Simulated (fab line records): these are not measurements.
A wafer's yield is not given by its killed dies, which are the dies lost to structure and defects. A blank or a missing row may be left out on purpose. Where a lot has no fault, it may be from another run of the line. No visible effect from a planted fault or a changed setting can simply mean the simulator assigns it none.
fab line records	flow sky130
record lots=12	wafers=35	last-day=50
route steps=708 shown METAL2@483 VIA2@520 VIA3@575 PAD_OPEN@708
lots with no fault: from the same line, run without faults
start-h: the number of hours between the record's first day and the start of the first shown wafer of the lot	wait-h: time in hours since the lot's previous step	" same as the row above	L1.1+2: a row that stands for several wafers	- no value, or no start given	* or withheld: withheld	< > ~ a bound
route shown NAME@n: NAME is a module with steps in the file, n the number in the route of the first one	usual: average and standard deviation across the fault-free wafers	same: alike in all rows	chamber/n: place in a boat	sites: the reading at each site	_std_site: standard deviation of those values	_edge_site: mean of outer sites minus mean of inner sites	radius-mm: for every site, how far away it sits from the centre of the wafer	mask NAME#n: copy n	behind: the last tool/chamber to shape the wafer	hold: why the lot went on hold/how many hours it stayed there/how the hold came to an end	device: the n, p or np transistor that did not switch	end of line: the route-end tests of the same wafers	a step without rows: its recipe alone	killed: at the first sort, the dies lost to defects and structure; wafer yield is something else	map: dies across one wafer; x = killed, . = not, _ = none there
set.NAME: the setting that was run; set.NAME@STEP: the one run at that earlier step	model.NAME: the simulator's own value behind a step, which no gauge read
one table for each step of the route and one row for each wafer, over a sample of lots
services: when a tool's chamber went out of use (start-h, in hours from the record's first day, below 0 if earlier), for how many hours, and the reason
## steps
# step SKY_METAL2_SPUTTER_00
# recipe material=Ti	target-thk-nm=15	power-w=3000	time-s=10	chamber-pressure-pa=0.4
# usual throttle-valve-pct=29.8/0.81
lot.wafer	tool	chamber	start-h	wait-h	throttle-valve-pct
L565.2	pvd-sputter-04	-	808.75	0.2	29.5
L565.3	"	-	"	"	30.5
L565.6	"	-	"	"	29.6
L566.3	pvd-sputter-01	-	819.50	0.1	28.8
L566.5	"	-	"	"	30.7
L566.6	"	-	"	"	29.2
L569.4	pvd-sputter-02	-	837.46	0.1	30.0
L569.5	"	-	"	"	29.0
L569.6	"	-	"	"	30.6
L571.2	pvd-sputter-02	-	852.85	0.1	29.9
L571.5	"	-	"	"	28.7
L571.6	"	-	"	"	29.7
L572.2	pvd-sputter-04	-	859.14	0.1	30.9
L572.3	"	-	"	"	29.5
L572.4	"	-	"	"	29.7
L574.4	pvd-sputter-01	-	863.65	0.2	29.1
L574.5	"	-	"	"	29.2
L574.6	"	-	"	"	30.9
L575.2	pvd-sputter-02	-	893.30	0.1	29.4
L575.3	"	-	"	"	28.8
L575.5	"	-	"	"	30.7
L577.2	pvd-sputter-01	-	894.74	0.1	29.7
L577.5	"	-	"	"	28.8
L577.6	"	-	"	"	29.2
L576.1	pvd-sputter-02	-	895.35	0.2	29.9
L576.3	"	-	"	"	29.8
L576.6	"	-	"	"	30.7
L578.3	pvd-sputter-01	-	901.70	0.2	30.8
L578.4	"	-	"	"	29.0
L578.5	"	-	"	"	29.1
L583.3	pvd-sputter-04	-	925.39	0.1	29.9
L583.5	"	-	"	"	31.0
L588.2	pvd-sputter-01	-	960.42	0.1	28.8
L588.3	"	-	"	"	29.5
L588.4	"	-	"	"	29.3
# step SKY_METAL2_SPUTTER_02
# recipe material=AlCu	target-thk-nm=250	power-w=10600	time-s=13.3	chamber-pressure-pa=0.4
# usual throttle-valve-pct=29.8/0.84
lot.wafer	tool	chamber	start-h	wait-h	throttle-valve-pct
L565.2	pvd-sputter-04	-	808.80	0.0	29.5
L565.3	"	-	"	"	30.6
L565.6	"	-	"	"	29.4
L566.3	pvd-sputter-01	-	819.55	0.0	28.6
L566.5	"	-	"	"	30.9
L566.6	"	-	"	"	29.3
L569.4	pvd-sputter-02	-	837.51	0.0	29.5
L569.5	"	-	"	"	28.8
L569.6	"	-	"	"	30.8
L571.2	pvd-sputter-02	-	852.90	0.0	29.8
L571.5	"	-	"	"	28.8
L571.6	"	-	"	"	29.8
L572.2	pvd-sputter-04	-	859.19	0.0	30.7
L572.3	"	-	"	"	29.5
L572.4	"	-	"	"	29.7
L574.4	pvd-sputter-01	-	863.70	0.0	29.0
L574.5	"	-	"	"	29.4
L574.6	"	-	"	"	30.8
L575.2	pvd-sputter-02	-	893.35	0.0	29.7
L575.3	"	-	"	"	28.3
L575.5	"	-	"	"	30.9
L577.2	pvd-sputter-01	-	894.79	0.0	29.2
L577.5	"	-	"	"	28.5
L577.6	"	-	"	"	29.2
L576.1	pvd-sputter-02	-	895.40	0.0	29.7
L576.3	"	-	"	"	29.9
L576.6	"	-	"	"	31.0
L578.3	pvd-sputter-01	-	901.75	0.0	30.9
L578.4	"	-	"	"	29.3
L578.5	"	-	"	"	29.2
L583.3	pvd-sputter-04	-	925.44	0.0	29.6
L583.5	"	-	"	"	31.2
L588.2	pvd-sputter-01	-	960.47	0.0	28.6
L588.3	"	-	"	"	29.4
L588.4	"	-	"	"	29.3
# step SKY_VIA2_OVL_MEAS_13
# usual VIA2_OVL=3/4.9
lot.wafer	tool	chamber	start-h	wait-h	VIA2_OVL[nm]
L565.2	overlay-02	-	863.04	0.1	10
L565.3	"	-	"	"	3
L565.6	"	-	"	"	1
L566.3	overlay-02	-	874.83	0.1	2
L566.5	"	-	"	"	-3
L566.6	"	-	"	"	5
L569.4	overlay-01	-	889.94	0.1	4
L569.5	"	-	"	"	9
L569.6	"	-	"	"	1
L571.2	overlay-02	-	906.15	0.1	4
L571.5	"	-	"	"	4
L571.6	"	-	"	"	2
L572.2	overlay-01	-	912.24	0.1	-6
L572.3	"	-	"	"	0
L572.4	"	-	"	"	-3
L574.4	overlay-01	-	915.87	0.1	0
L574.5	"	-	"	"	-3
L574.6	"	-	"	"	1
L575.2	overlay-02	-	945.12	0.1	1
L575.3	"	-	"	"	9
L575.5	"	-	"	"	4
L577.2	overlay-01	-	945.47	0.1	3
L577.5	"	-	"	"	2
L577.6	"	-	"	"	1
L576.1	overlay-02	-	946.23	0.1	9
L576.3	"	-	"	"	1
L576.6	"	-	"	"	11
L578.3	overlay-02	-	952.06	0.1	10
L578.4	"	-	"	"	10
L578.5	"	-	"	"	8
L583.3	overlay-01	-	975.86	0.1	-4
L583.5	"	-	"	"	-5
L588.2	overlay-01	-	1008.97	0.1	0
L588.3	"	-	"	"	7
L588.4	"	-	"	"	-7
# step SKY_VIA3_CMP_02
# recipe material=SiO2	down-force-psi=4	platen-rpm=60	pad-velocity-m-s=0.94248
# usual motor-current-A=11.8/1.1
lot.wafer	tool	chamber	start-h	wait-h	motor-current-A
L565.3	cmp-01	0	917.90	0.2	12.0
L565.2	"	1	"	"	11.8
L565.6	"	1	"	"	11.7
L566.3	cmp-01	0	929.19	0.1	11.3
L566.5	"	3	"	"	13.0
L566.6	"	0	"	"	12.2
L569.4	cmp-01	3	944.58	0.1	12.8
L569.5	"	2	"	"	11.7
L569.6	"	3	"	"	12.7
L571.2	cmp-01	0	959.19	0.2	11.7
L571.6	"	1	"	"	11.6
L571.5	"	2	"	"	11.6
L572.3	cmp-02	0	965.39	0.1	13.6
L572.2	"	1	"	"	14.2
L572.4	"	2	"	"	9.5
L574.4	cmp-01	2	967.96	0.1	11.6
L574.6	"	0	"	"	11.4
L574.5	"	1	"	"	11.8
L575.3	cmp-01	1	996.18	0.0	11.5
L575.2	"	0	"	"	11.9
L575.5	"	2	"	"	11.5
L577.2	cmp-02	2	996.62	0.1	9.7
L577.6	"	1	"	"	14.0
L577.5	"	2	"	"	9.7
L576.3	cmp-02	0	997.25	0.1	12.6
L576.1	"	1	"	"	13.5
L576.6	"	2	"	"	10.4
L578.3	cmp-01	0	1003.35	0.1	11.7
L578.4	"	2	"	"	11.6
L578.5	"	0	"	"	11.5
L583.3	cmp-02	0	1026.47	0.3	13.1
L583.5	"	2	"	"	9.9
L588.3	cmp-01	1	1058.65	0.0	12.1
L588.2	"	3	"	"	12.3
L588.4	"	0	"	"	11.5
# step SKY_VIA3_ETCH_15
# recipe target=SiO2	chemistry=C4F8/O2/Ar	target-depth-nm=507	stop-on=TiN	mask-material=KrF-thick	source-w=1500	bias-w=1200	pressure-mtorr=40	c4f8-flow-sccm=withheld	O2_flow_sccm=6	Ar_flow_sccm=300	time-s=78
# usual oes-product-au=0.947/0.0047	rf-fwd-power-W=1491/4.9
lot.wafer	tool	chamber	start-h	wait-h	oes-product-au	rf-fwd-power-W	rf-hours-counter-h
L565.2	rie-diel-01	2	943.45	0.0	0.946	1484	0
L565.3	"	1	"	"	0.950	1486	13
L565.6	"	3	"	"	0.943	1495	-
L566.3	rie-diel-03	2	954.73	0.0	0.955	1485	13
L566.5	"	0	"	"	0.949	1493	-
L566.6	"	1	"	"	0.952	1493	-
L569.4	rie-diel-04	0	969.66	0.0	0.940	1497	-
L569.5	"	2	"	"	0.947	1496	-
L569.6	"	1	"	"	0.951	1491	-
L571.2	rie-diel-04	2	982.70	0.0	0.952	1492	19
L571.5	"	2	"	"	0.943	1506	-
L571.6	"	3	"	"	0.943	1484	-
L572.2	rie-diel-04	0	988.86	0.0	0.946	1496	23
L572.3	"	3	"	"	0.950	1491	21
L572.4	"	2	"	"	0.947	1493	19
L574.4	rie-diel-04	0	991.66	0.0	0.954	1491	23
L574.5	"	3	"	"	0.948	1482	-
L574.6	"	2	"	"	0.948	1492	-
L575.2	rie-diel-04	0	1019.60	0.0	0.941	1493	25
L575.3	"	2	"	"	0.944	1496	20
L575.5	"	1	"	"	0.943	1492	-
L577.2	rie-diel-03	0	1020.38	0.0	0.943	1489	13
L577.5	"	0	"	"	0.950	1493	-
L577.6	"	3	"	"	0.944	1489	-
L576.1	rie-diel-01	3	1021.06	0.0	0.953	1498	18
L576.3	"	1	"	"	0.940	1495	15
L576.6	"	2	"	"	0.942	1483	-
L578.3	rie-diel-03	2	1026.76	0.0	0.948	1491	15
L578.4	"	1	"	"	0.952	1496	19
L578.5	"	3	"	"	0.935	1487	-
L583.3	rie-diel-01	2	1049.26	0.0	0.939	1491	4
L583.5	"	3	"	"	0.996	1490	-
L588.2	rie-diel-04	1	1080.33	0.0	0.946	1494	28
L588.3	"	3	"	"	0.947	1482	24
L588.4	"	2	"	"	0.936	1495	23
# step SKY_PAD_OPEN_PROBE_99
# usual defect-limited-yield=82.5/1.9	killed_at_M0_to_M3=43/6.8	killed_at_M4_up=3.0/1.6	killed-at-contacts=25/6	killed-at-front-end=15/4.4	killed-at-other=0.3/0.52	killed-dies=86/9.6	killed-on-rim=17/3.5	killed-open=47/6.7	killed-short=39/6.8	sort_bin_3_pad_short=0.9/0.43	sort_bin_5_function=10.3/1.5	sort_bin_6_memory=6.3/1.1	sort-n-pass=406/9.6	sort-yield-pct=82.5/1.9
# same gross-dies=492	killed-at-back-side=0	sort_bin_4_leakage[%]=0	sort_bin_8_speed[%]=0
lot.wafer	tool	chamber	start-h	wait-h	defect-limited-yield[%]	killed_at_M0_to_M3	killed_at_M4_up	killed-at-contacts	killed-at-front-end	killed-at-other	killed-dies	killed-on-rim	killed-open	killed-short	sort_bin_3_pad_short[%]	sort_bin_5_function[%]	sort_bin_6_memory[%]	sort-n-pass	sort-yield-pct[%]
L569.4	prober-02	-	1109.15	0.2	78.0	53	2	30	23	0	108	20	47	61	2.2	13.2	6.5	384	78.0
L569.5	prober-02	-	1109.20	0.2	81.9	37	1	32	18	1	89	16	42	47	1.6	11.0	5.5	403	81.9
L569.6	prober-02	-	1109.25	0.2	79.7	51	2	20	27	0	100	22	53	47	1.6	11.4	7.3	392	79.7
L571.2	prober-01	-	1121.11	0.1	81.5	43	6	24	17	1	91	18	46	45	0.8	11.8	5.9	401	81.5
L571.5	prober-01	-	1121.26	0.2	84.8	45	4	14	12	0	75	12	37	38	1.0	8.3	5.9	417	84.8
L571.6	prober-01	-	1121.31	0.2	81.3	60	0	23	9	0	92	19	38	54	1.2	11.0	6.5	400	81.3
L577.2	prober-01	-	1154.78	0.1	81.3	54	3	17	18	0	92	16	54	38	1.4	11.8	5.5	400	81.3
L577.5	prober-01	-	1154.93	0.2	85.6	36	1	25	9	0	71	17	33	38	0.8	9.3	4.3	421	85.6
L577.6	prober-01	-	1154.98	0.2	86.0	43	2	14	10	0	69	14	40	29	0.6	8.3	5.1	423	86.0
L583.3	prober-02	-	1176.92	0.2	81.3	47	3	14	26	2	92	22	44	46	1.2	12.2	5.3	400	81.3
L583.5	prober-02	-	1177.02	0.2	0	446	1	24	19	2	492	96	41	50	1.0	93.7	5.3	0	0
L588.2	prober-01	-	1199.60	0.1	82.1	43	0	33	10	2	88	16	45	43	0.8	10.6	6.5	404	82.1
L588.3	prober-01	-	1199.65	0.2	84.1	36	1	23	18	0	78	17	53	23	0.4	8.9	6.5	414	84.1
L588.4	prober-01	-	1199.70	0.2	79.3	42	6	33	20	1	102	17	51	51	0.8	13.2	6.7	390	79.3
# killed by level:class
L569.4 VIA1:geometric-particle:open=13 LOCAL_INTERCONNECT:geometric-particle:short=9 METAL1:geometric-particle:short=8 CONTACT:geometric-particle:open=7 VIA3:geometric-particle:open=7 CONTACT:geometric-particle:short=6 FIELD_ISO:geometric-particle:short=6 POLY_GATE:geometric-particle:short=5
L569.5 CONTACT:geometric-particle:open=11 VIA3:geometric-particle:open=9 POLY_GATE:geometric-particle:short=8 METAL2:geometric-particle:short=8 CONTACT:geometric-particle:short=7 LI_CONTACT:geometric-particle:open=6 VIA1:geometric-particle:open=5 POLY_CUT:geometric-particle:short=4
L569.6 VIA1:geometric-particle:open=14 VIA2:geometric-particle:open=9 POLY_GATE:geometric-particle:open=8 METAL1:geometric-particle:short=8 CONTACT:geometric-particle:open=7 POLY_GATE:geometric-particle:short=6 LOCAL_INTERCONNECT:geometric-particle:short=6 VIA3:geometric-particle:open=5
L571.2 VIA3:geometric-particle:open=10 VIA1:geometric-particle:short=8 CONTACT:geometric-particle:open=8 FIELD_ISO:geometric-particle:short=7 METAL2:geometric-particle:short=6 VIA2:geometric-particle:open=6 CONTACT:geometric-particle:short=5 LOCAL_INTERCONNECT:geometric-particle:open=5
L571.5 VIA1:geometric-particle:open=9 VIA1:geometric-particle:short=8 VIA2:geometric-particle:open=5 METAL2:geometric-particle:short=5 POLY_GATE:geometric-particle:open=4 LI_CONTACT:geometric-particle:short=4 LI_CONTACT:geometric-particle:open=4 METAL3:geometric-particle:short=4
L571.6 VIA1:geometric-particle:open=11 CONTACT:geometric-particle:short=10 METAL1:geometric-particle:short=8 METAL2:geometric-particle:short=8 VIA3:geometric-particle:short=8 VIA1:geometric-particle:short=7 CONTACT:geometric-particle:open=6 VIA3:geometric-particle:open=6
L577.2 VIA1:geometric-particle:open=13 VIA2:geometric-particle:open=9 METAL1:geometric-particle:short=7 LI_CONTACT:geometric-particle:open=6 METAL1:geometric-particle:open=5 FIELD_ISO:geometric-particle:open=4 POLY_GATE:geometric-particle:short=4 POLY_GATE:geometric-particle:open=4
L577.5 VIA1:geometric-particle:open=9 LI_CONTACT:geometric-particle:open=8 VIA2:geometric-particle:open=7 LOCAL_INTERCONNECT:geometric-particle:short=6 CONTACT:geometric-particle:short=5 LI_CONTACT:geometric-particle:short=4 VIA1:geometric-particle:short=4 METAL2:geometric-particle:short=4
L577.6 VIA2:geometric-particle:open=9 LI_CONTACT:geometric-particle:open=7 VIA1:geometric-particle:short=7 VIA3:geometric-particle:open=7 VIA1:geometric-particle:open=6 POLY_GATE:geometric-particle:open=3 CONTACT:geometric-particle:short=3 METAL2:geometric-particle:short=3
L583.3 METAL2:geometric-particle:short=13 METAL1:geometric-particle:short=8 VIA1:geometric-particle:open=8 FIELD_ISO:geometric-particle:open=7 CONTACT:geometric-particle:open=7 FIELD_ISO:geometric-particle:short=6 POLY_GATE:geometric-particle:short=6 VIA3:geometric-particle:open=5
L583.5 VIA3:area-etch=401 VIA2:geometric-particle:open=8 METAL2:geometric-particle:short=7 FIELD_ISO:geometric-particle:open=6 LOCAL_INTERCONNECT:geometric-particle:short=6 CONTACT:geometric-particle:open=6 LI_CONTACT:geometric-particle:open=5 VIA1:geometric-particle:open=5
L588.2 CONTACT:geometric-particle:open=12 VIA2:geometric-particle:open=8 METAL1:geometric-particle:short=7 LI_CONTACT:geometric-particle:open=7 VIA1:geometric-particle:open=6 VIA3:geometric-particle:open=6 CONTACT:geometric-particle:short=5 METAL2:geometric-particle:short=5
L588.3 VIA1:geometric-particle:open=13 CONTACT:geometric-particle:open=11 VIA2:geometric-particle:open=9 CONTACT:geometric-particle:short=6 FIELD_ISO:geometric-particle:open=5 POLY_GATE:geometric-particle:open=5 VIA3:geometric-particle:open=5 VIA1:geometric-particle:short=4
L588.4 CONTACT:geometric-particle:open=12 POLY_GATE:geometric-particle:open=9 LOCAL_INTERCONNECT:geometric-particle:short=9 VIA1:geometric-particle:open=9 METAL2:geometric-particle:short=7 LI_CONTACT:geometric-particle:open=6 VIA3:geometric-particle:open=5 METAL1:geometric-particle:short=4
## services
tool	chamber	start-h	hours	kind
cmp-02	-	796.69	1.6	repair
rie-diel-03	-	807.88	2.8	pm
pvd-sputter-04	-	809.72	2.0	repair
rie-diel-01	2	819.21	2.2	repair
cmp-01	-	842.70	25.6	repair
rie-diel-01	3	843.97	12.0	repair
rie-diel-01	-	852.38	14.6	pm
rie-diel-03	2	852.70	1.9	repair
pvd-sputter-01	-	856.72	1.9	repair
cmp-01	-	863.14	1.3	repair
cmp-01	-	868.30	3.6	pm
cmp-02	-	904.36	15.7	pm
cmp-02	-	920.02	6.2	pm
cmp-02	-	926.20	4.0	pm
cmp-01	-	932.08	3.0	repair
cmp-02	-	935.11	6.6	pm
rie-diel-04	3	966.24	6.9	repair
rie-diel-04	1	993.94	7.2	repair
rie-diel-04	-	999.06	0.7	repair
pvd-sputter-04	-	1029.32	9.2	repair
rie-diel-03	-	1073.55	1.0	repair
rie-diel-03	3	1076.25	5.1	repair
cmp-02	-	1077.02	0.2	repair
cmp-02	-	1077.90	8.1	repair
## key
first-sign step=SKY_VIA3_ETCH_15	reading=oes-product-au	direction=up	sigmas=10	usual=0.947	struck=0.996
effect step=SKY_PAD_OPEN_PROBE_99	reading=killed_at_M0_to_M3	direction=up	sigmas=60	usual=43	struck=446
more-kills-born-at SKY_VIA3_ETCH_15@rie-diel-01=401
met-at SKY_VIA3_CMP_02
struck-lots L583
struck-wafers L583.5
later-rows-left-out L583.5
not-acting-at SKY_METAL2_SPUTTER_00,SKY_METAL2_SPUTTER_02,SKY_VIA2_OVL_MEAS_13
onset-between 997.25 1026.47
fault kind=process-parameter-drift	tool=cmp-02	chamber=-	onset-h=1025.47	steps=SKY_VIA3_CMP_02	channel=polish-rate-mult	offset=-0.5	shape=step	end-h=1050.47	scope=struck-wafers-only
# later-rows-left-out: the simulator's readings of these wafers behind a module that went badly wrong aren't trusted and aren't shown, but for the sort
